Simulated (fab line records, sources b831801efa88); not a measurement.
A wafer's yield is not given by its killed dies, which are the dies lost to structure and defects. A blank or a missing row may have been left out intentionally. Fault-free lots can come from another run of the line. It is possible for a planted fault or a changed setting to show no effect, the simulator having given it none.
The tool behind it: which one? / flow sky130 / 11 lots with 31 wafers sampled at 5 steps, on a route of 708 steps

WHAT THE GAUGES READ, wafer by wafer
SKY_CONTACT_BOW_MEAS_05. Usual: CONTACT_BOW 80 um, standard deviation 7.3.
lot=L702; measured=day 30 16:52; on=filmMetro-01; CONTACT_BOW (um)=82 77 77; flag=
lot=L703; measured=day 31 03:23; on=filmMetro-02; CONTACT_BOW (um)=79 79 71; flag=
lot=L704; measured=day 31 09:47; on=filmMetro-02; CONTACT_BOW (um)=75 77 85; flag=
lot=L705; measured=day 32 00:37; on=filmMetro-04; CONTACT_BOW (um)=95 90 82; flag=
lot=L706; measured=day 32 05:20; on=filmMetro-02; CONTACT_BOW (um)=84 78 77; flag=
lot=L710; measured=day 33 08:03; on=filmMetro-01; CONTACT_BOW (um)=95 88 96; flag=
lot=L712; measured=day 34 02:17; on=filmMetro-02; CONTACT_BOW (um)=69 80; flag=
lot=L713; measured=day 34 11:44; on=filmMetro-02; CONTACT_BOW (um)=67 86; flag=
lot=L721; measured=day 36 15:35; on=filmMetro-04; CONTACT_BOW (um)=87 59 75; flag=
lot=L722; measured=day 37 00:28; on=filmMetro-02; CONTACT_BOW (um)=89 93 86; flag=
lot=L724; measured=day 37 17:48; on=filmMetro-02; CONTACT_BOW (um)=93 79 79; flag=

SKY_CONTACT_RS_MEAS_25: measures by four-point-probe. Usual: CONTACT_W_RS 0.337 ohm/sq, standard deviation 0.0033.
lot=L702; measured=day 31 21:41; on=filmMetro-02; CONTACT_W_RS (ohm/sq)=0.335 0.331 0.333; flag=
lot=L703; measured=day 32 08:15; on=filmMetro-02; CONTACT_W_RS (ohm/sq)=0.336 0.334 0.335; flag=
lot=L704; measured=day 32 13:22; on=filmMetro-04; CONTACT_W_RS (ohm/sq)=0.340 0.341 0.340; flag=
lot=L705; measured=day 33 04:03; on=filmMetro-02; CONTACT_W_RS (ohm/sq)=0.332 0.336 0.333; flag=
lot=L706; measured=day 33 08:14; on=filmMetro-02; CONTACT_W_RS (ohm/sq)=0.338 0.341 0.339; flag=
lot=L710; measured=day 34 10:55; on=filmMetro-02; CONTACT_W_RS (ohm/sq)=0.334 0.333 0.334; flag=
lot=L712; measured=day 35 05:12; on=filmMetro-01; CONTACT_W_RS (ohm/sq)=0.544 0.335 0.546 0.334; flag=OFF
lot=L713; measured=day 35 15:34; on=filmMetro-02; CONTACT_W_RS (ohm/sq)=0.337 0.546 0.337 0.547; flag=OFF
lot=L721; measured=day 37 18:57; on=filmMetro-01; CONTACT_W_RS (ohm/sq)=0.339 0.341 0.339; flag=
lot=L722; measured=day 38 03:10; on=filmMetro-04; CONTACT_W_RS (ohm/sq)=0.337 0.337 0.339; flag=
lot=L724; measured=day 38 19:59; on=filmMetro-04; CONTACT_W_RS (ohm/sq)=0.334 0.339 0.333; flag=

SKY_CONTACT_THK_MEAS_26: measures by xrf. Usual: CONTACT_W_THK 333 nm, standard deviation 3.7.
lot=L702; measured=day 31 21:47; on=filmMetro-02; CONTACT_W_THK (nm)=334 338 336; flag=
lot=L703; measured=day 32 08:22; on=filmMetro-02; CONTACT_W_THK (nm)=332 332 336; flag=
lot=L704; measured=day 32 13:29; on=filmMetro-04; CONTACT_W_THK (nm)=332 329 330; flag=
lot=L705; measured=day 33 04:10; on=filmMetro-02; CONTACT_W_THK (nm)=337 334 336; flag=
lot=L706; measured=day 33 08:22; on=filmMetro-02; CONTACT_W_THK (nm)=333 329 329; flag=
lot=L710; measured=day 34 11:02; on=filmMetro-02; CONTACT_W_THK (nm)=334 331 333; flag=
lot=L712; measured=day 35 12:17; on=filmMetro-01; CONTACT_W_THK (nm)=210 342 210 340; flag=OFF
lot=L713; measured=day 35 18:30; on=filmMetro-02; CONTACT_W_THK (nm)=333 208 333 208; flag=OFF
lot=L721; measured=day 37 19:04; on=filmMetro-01; CONTACT_W_THK (nm)=334 333 337; flag=
lot=L722; measured=day 38 03:16; on=filmMetro-04; CONTACT_W_THK (nm)=330 333 331; flag=
lot=L724; measured=day 38 20:06; on=filmMetro-04; CONTACT_W_THK (nm)=334 332 337; flag=

TOOL THAT RAN EACH LOT (tool first, then ch and the chambers of the sampled wafers, then the start)
lot=L702; SKY_LI_CONTACT_CMP_24=cmp-02 ch 0,2,3, day 29 11:19; SKY_CONTACT_CVD_24=cvdW-02 ch 0, day 31 21:30
lot=L703; SKY_LI_CONTACT_CMP_24=cmp-01 ch 0,1,3, day 29 21:46; SKY_CONTACT_CVD_24=cvdW-02 ch 0, day 32 08:02
lot=L704; SKY_LI_CONTACT_CMP_24=cmp-02 ch 0,1, day 30 04:20; SKY_CONTACT_CVD_24=cvdW-01 ch 0,1, day 32 13:16
lot=L705; SKY_LI_CONTACT_CMP_24=cmp-01 ch 0,2,3, day 30 18:44; SKY_CONTACT_CVD_24=cvdW-01 ch 0,1, day 33 03:56
lot=L706; SKY_LI_CONTACT_CMP_24=cmp-02 ch 0,1,2, day 30 23:56; SKY_CONTACT_CVD_24=cvdW-02 ch 0,1, day 33 08:08
lot=L710; SKY_LI_CONTACT_CMP_24=cmp-02 ch 1,2,3, day 32 04:22; SKY_CONTACT_CVD_24=cvdW-02 ch 0, day 34 10:48
lot=L712; SKY_LI_CONTACT_CMP_24=cmp-02 ch 1,2, day 32 21:56; SKY_CONTACT_CVD_24=cvdW-02 ch 0,1, day 35 05:05
lot=L713; SKY_LI_CONTACT_CMP_24=cmp-02 ch 1,2, day 33 07:28; SKY_CONTACT_CVD_24=cvdW-02 ch 0,1, day 35 15:28
lot=L721; SKY_LI_CONTACT_CMP_24=cmp-02 ch 0,2, day 35 11:11; SKY_CONTACT_CVD_24=cvdW-01 ch 0,1, day 37 18:50
lot=L722; SKY_LI_CONTACT_CMP_24=cmp-01 ch 1,2,3, day 35 19:26; SKY_CONTACT_CVD_24=cvdW-01 ch 0,1, day 38 03:02
lot=L724; SKY_LI_CONTACT_CMP_24=cmp-01 ch 2,3, day 36 14:29; SKY_CONTACT_CVD_24=cvdW-02 ch 0,1, day 38 19:52
- SKY_LI_CONTACT_CMP_24: polishes, stops on PSG, t overpolish 20 s, target thk 0 nm.
- SKY_CONTACT_CVD_24: deposits W, target thk 340 nm, time 102.12 s.

AS READ BY THE TOOLS THEMSELVES (means over the sampled wafers that have a number; for cases with no such wafer, the mark the record gives instead)
SKY_LI_CONTACT_CMP_24. Usual: motorCurrentA 11.4 A, standard deviation 1.1; overpolishRunS 19.999 s, standard deviation 0.0086; slurryFilterDpKPa 13.49 kPa, standard deviation 0.14; timeToEndpointS 97 s, standard deviation 3.1.
lot=L702; tool=cmp-02; motorCurrentA (A)=11.4; overpolishRunS (s)=20.004; slurryFilterDpKPa (kPa)=13.52; timeToEndpointS (s)=99; flag=
lot=L703; tool=cmp-01; motorCurrentA (A)=11.1; overpolishRunS (s)=19.995; slurryFilterDpKPa (kPa)=13.65; timeToEndpointS (s)=100; flag=
lot=L704; tool=cmp-02; motorCurrentA (A)=10.5; overpolishRunS (s)=20.004; slurryFilterDpKPa (kPa)=13.39; timeToEndpointS (s)=98; flag=
lot=L705; tool=cmp-01; motorCurrentA (A)=12.3; overpolishRunS (s)=19.997; slurryFilterDpKPa (kPa)=13.57; timeToEndpointS (s)=99; flag=
lot=L706; tool=cmp-02; motorCurrentA (A)=11.4; overpolishRunS (s)=20.009; slurryFilterDpKPa (kPa)=13.55; timeToEndpointS (s)=99; flag=
lot=L710; tool=cmp-02; motorCurrentA (A)=11.8; overpolishRunS (s)=20.002; slurryFilterDpKPa (kPa)=13.61; timeToEndpointS (s)=103; flag=
lot=L712; tool=cmp-02; motorCurrentA (A)=12.1; overpolishRunS (s)=19.998; slurryFilterDpKPa (kPa)=13.41; timeToEndpointS (s)=96; flag=
lot=L713; tool=cmp-02; motorCurrentA (A)=11.9; overpolishRunS (s)=20.004; slurryFilterDpKPa (kPa)=13.47; timeToEndpointS (s)=98; flag=
lot=L721; tool=cmp-02; motorCurrentA (A)=10.8; overpolishRunS (s)=20.007; slurryFilterDpKPa (kPa)=13.58; timeToEndpointS (s)=97; flag=
lot=L722; tool=cmp-01; motorCurrentA (A)=12.1; overpolishRunS (s)=20.002; slurryFilterDpKPa (kPa)=13.51; timeToEndpointS (s)=94; flag=
lot=L724; tool=cmp-01; motorCurrentA (A)=12.1; overpolishRunS (s)=20.001; slurryFilterDpKPa (kPa)=13.57; timeToEndpointS (s)=95; flag=

SKY_CONTACT_CVD_24. Usual: heaterPowerW 834 W, standard deviation 53.
lot=L702; tool=cvdW-02; heaterPowerW (W)=824; flag=
lot=L703; tool=cvdW-02; heaterPowerW (W)=822; flag=
lot=L704; tool=cvdW-01; heaterPowerW (W)=805; flag=
lot=L705; tool=cvdW-01; heaterPowerW (W)=853; flag=
lot=L706; tool=cvdW-02; heaterPowerW (W)=837; flag=
lot=L710; tool=cvdW-02; heaterPowerW (W)=829; flag=
lot=L712; tool=cvdW-02; heaterPowerW (W)=849; flag=
lot=L713; tool=cvdW-02; heaterPowerW (W)=844; flag=
lot=L721; tool=cvdW-01; heaterPowerW (W)=860; flag=
lot=L722; tool=cvdW-01; heaterPowerW (W)=863; flag=
lot=L724; tool=cvdW-02; heaterPowerW (W)=853; flag=

THE ANSWER, worked out from the rows above alone
Rule: take the mean of a lot's wafers that have a number; if it is more than 3 standard deviations from the usual mean, the lot is off. A lot without any number at a reading at which 4 lots or more have one is off too. Any other lot the step has rows for is counted as sound. First the gauges in route order, then the tools' own readings, where a lot's mean is used as printed above. At the first step where some lot is off, the reading lying furthest off is the one used; lots without a number count as furthest.
Off: L712, L713, at SKY_CONTACT_RS_MEAS_25 (CONTACT_W_RS).
If a tool, at a process step before that reading, ran all the lots that are off and no sound lot after the first of them, it fits. Gauges at SKY_CONTACT_RS_MEAS_25: tried the same way as those tools. No candidate that was tried fits.

WHAT THE SIMULATOR PUT IN
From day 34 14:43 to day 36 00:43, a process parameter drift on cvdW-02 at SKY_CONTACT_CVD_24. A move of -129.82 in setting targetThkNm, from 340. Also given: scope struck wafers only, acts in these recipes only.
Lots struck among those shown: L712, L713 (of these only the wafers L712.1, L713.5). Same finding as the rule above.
